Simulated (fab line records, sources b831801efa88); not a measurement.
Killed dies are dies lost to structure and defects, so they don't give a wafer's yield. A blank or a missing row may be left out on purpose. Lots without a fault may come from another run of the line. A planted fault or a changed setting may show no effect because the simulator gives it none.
Split-lot experiment | flow sky130 | 5 lots, 23 wafers read, on a route of 708 steps

THE SPLIT
At SKY_VIA1_HDPCVD_00 (deposits SiO2, target thk 1030 nm, time 171.7 s), the setting sih4_flow_sccm was moved away from the recipe's 60 sccm on 8 of the 23 wafers read, by -9.9% to +8.7%. The other wafers ran this setting at the recipe's value.

The file shows no step between the split and the reading.

THE READING
VIA1_HDPCVD_THK, in nm, at SKY_VIA1_THK_MEAS_01. Fault-free wafers of this fab line usually give 1024 nm, standard deviation 12 nm.

wafer  | tool, chamber at the split | sih4_flow_sccm as run, sccm | against the recipe | VIA1_HDPCVD_THK, nm | against lot-mates on the recipe
L076.2 | hdpcvd-02, 1               | 60                          | recipe             | 1033                | -
L076.3 | hdpcvd-02, 2,0             | 54.06                       | -9.9%              | 925                 | -101
L076.4 | hdpcvd-02, 1               | 60                          | recipe             | 1019                | -
L076.5 | hdpcvd-02, 2               | 54.06                       | -9.9%              | 926                 | -100
L076.6 | hdpcvd-02, 2,0             | 54.06                       | -9.9%              | 914                 | -112
L075.1 | hdpcvd-02, 2               | 54.21                       | -9.7%              | 927                 | -86
L075.2 | hdpcvd-02, 0,2             | 60                          | recipe             | 1004                | -
L075.3 | hdpcvd-02, 1               | 60                          | recipe             | 1019                | -
L075.5 | hdpcvd-02, 0               | 54.21                       | -9.7%              | 908                 | -105
L075.6 | hdpcvd-02, 0,2             | 60                          | recipe             | 1017                | -
L079.3 | hdpcvd-02, 0               | 60                          | recipe             | 1007                | -
L079.5 | hdpcvd-02, 2               | 60                          | recipe             | 1027                | -
L079.6 | hdpcvd-02, 1               | 60                          | recipe             | 1016                | -
L082.1 | hdpcvd-02, 2               | 60                          | recipe             | 1028                | -
L082.2 | hdpcvd-02, 1               | 60                          | recipe             | 1028                | -
L082.3 | hdpcvd-02, 0               | 60                          | recipe             | 1023                | -
L082.4 | hdpcvd-02, 1               | 60                          | recipe             | 1015                | -
L082.5 | hdpcvd-02, 2               | 60                          | recipe             | 1027                | -
L084.1 | hdpcvd-01, 2,0             | 65.23                       | +8.7%              | 1096                | +67
L084.2 | hdpcvd-01, 2,0             | 65.23                       | +8.7%              | 1107                | +78
L084.4 | hdpcvd-01, 0               | 65.23                       | +8.7%              | 1104                | +75
L084.5 | hdpcvd-01, 2               | 60                          | recipe             | 1019                | -
L084.6 | hdpcvd-01, 1               | 60                          | recipe             | 1039                | -
Where a row lists several chambers, the file gives one row for several wafers and doesn't say which wafer went through which chamber.

THE FIT
A straight line over all 23 wafers: VIA1_HDPCVD_THK changes by +9.95 nm for each +1% of sih4_flow_sccm; r = +0.99; the points scatter about the line by 9 nm.
The same after taking each lot's own level away (the mean of its wafers on the recipe; 23 wafers): +9.6 nm for each +1%; r = +0.99; scatter 8.5 nm.
On that fit, the largest move of sih4_flow_sccm shifts the reading by 95 nm.
The lots' own levels span 1013.3 to 1029.0 nm, that is 1.3 times the standard deviation above.
So the lot-to-lot level changes the slope little: the two slopes agree.
Check: with one of the wafers moved furthest among these (-9.9%) left out of the fit, the line predicts -97.3 nm for it against its lot-mates. It came out at -101 nm against them.

OTHER SPLITS ON THESE WAFERS
These wafers also went through other splits before the reading. Each is held against what the fit with the lots' levels taken away leaves over:
other split on the same wafers                   | wafers away from the commonest value | r with VIA1_HDPCVD_THK (lot level and that fit taken away)
SKY_LOCAL_INTERCONNECT_DEVELOP_10 develop_time_s | 8                                    | -0.02
SKY_CONTACT_CMP_27 t_overpolish_s                | 8                                    | +0.10

THE WHOLE CHAIN: every reading that the file lists as answering this split, in the file's order
step                 | what it does                                    | reading                                                                        | change (the file's fit)              | r (the file's)
SKY_VIA1_HDPCVD_00   | deposits SiO2, target thk 1030 nm, time 171.7 s | SiO2_of_VIA1_HDPCVD_00.thk_nm (the simulator's own value, which no gauge read) | +10.7 nm for each +1% of the setting | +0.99
SKY_VIA1_THK_MEAS_01 |                                                 | VIA1_HDPCVD_THK                                                                | +9.71 for each +1% of the setting    | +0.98

THE FILE'S OWN FIT
VIA1_HDPCVD_THK changes by +9.71 nm for each +1% of sih4_flow_sccm, r = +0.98.
